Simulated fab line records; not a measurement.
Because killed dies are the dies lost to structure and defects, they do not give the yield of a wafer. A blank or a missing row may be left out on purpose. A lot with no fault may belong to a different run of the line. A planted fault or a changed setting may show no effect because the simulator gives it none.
Matching of chambers -- flow sky130 -- SKY_VIA1_CMP_24 on cmp-01 has 4 sister chambers
The step polishes, stops on SiO2, t overpolish 15 s, target thk 0 nm. 8 wafers are shown with their chamber, then 7 later ones without.

WAFERS, EACH WITH ITS CHAMBER
wafer,chamber,motor_current_A (A),overpolish_run_s (s)
L636.1,0,7.5,14.985
L637.1,1,10.9,14.996
L637.5,3,9.9,14.997
L642.1,0,8.2,14.998
L644.5,3,9.8,14.986
L644.6,2,10.9,14.998
L653.1,1,12.1,14.981
L653.4,2,11.2,15.011

WAFERS WHOSE CHAMBER IS MISSING
wafer,motor_current_A (A),overpolish_run_s (s)
L653.5,9.6,15.004
L654.1,11.9,15.005
L654.4,7.8,14.991
L654.5,8.0,14.998
L656.1,11.3,15.011
L656.3,9.7,15.000
L656.5,10.8,15.013

THE CHAMBER EACH PASSED THROUGH
wafer,from the rows above,in truth
L653.5,can't be placed: 3 or 2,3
L654.1,can't be placed: 2 or 1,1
L654.4,0,0
L654.5,0,0
L656.1,can't be placed: 2 or 1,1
L656.3,can't be placed: 3 or 2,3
L656.5,can't be placed: 2 or 1 or 3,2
2 of 7 placed correctly. Unplaceable from these rows: 5, with the true chamber sitting among the candidates in 5. Placed wrongly: 0.
How it was worked out, from the rows above alone: a wafer's distance from a chamber is the root of the sum, over the readings, of the square of ((its reading less the chamber's mean) divided by the reading's scatter). If the next closest chamber is less than 2 further off than the closest, the wafer can't be placed; otherwise it belongs to the closest. A chamber's mean is the mean of its shown wafers. The scatter is the square root of a quotient: the sum, over the shown wafers, of each reading's squared deviation from its chamber's mean, divided by wafers minus chambers.
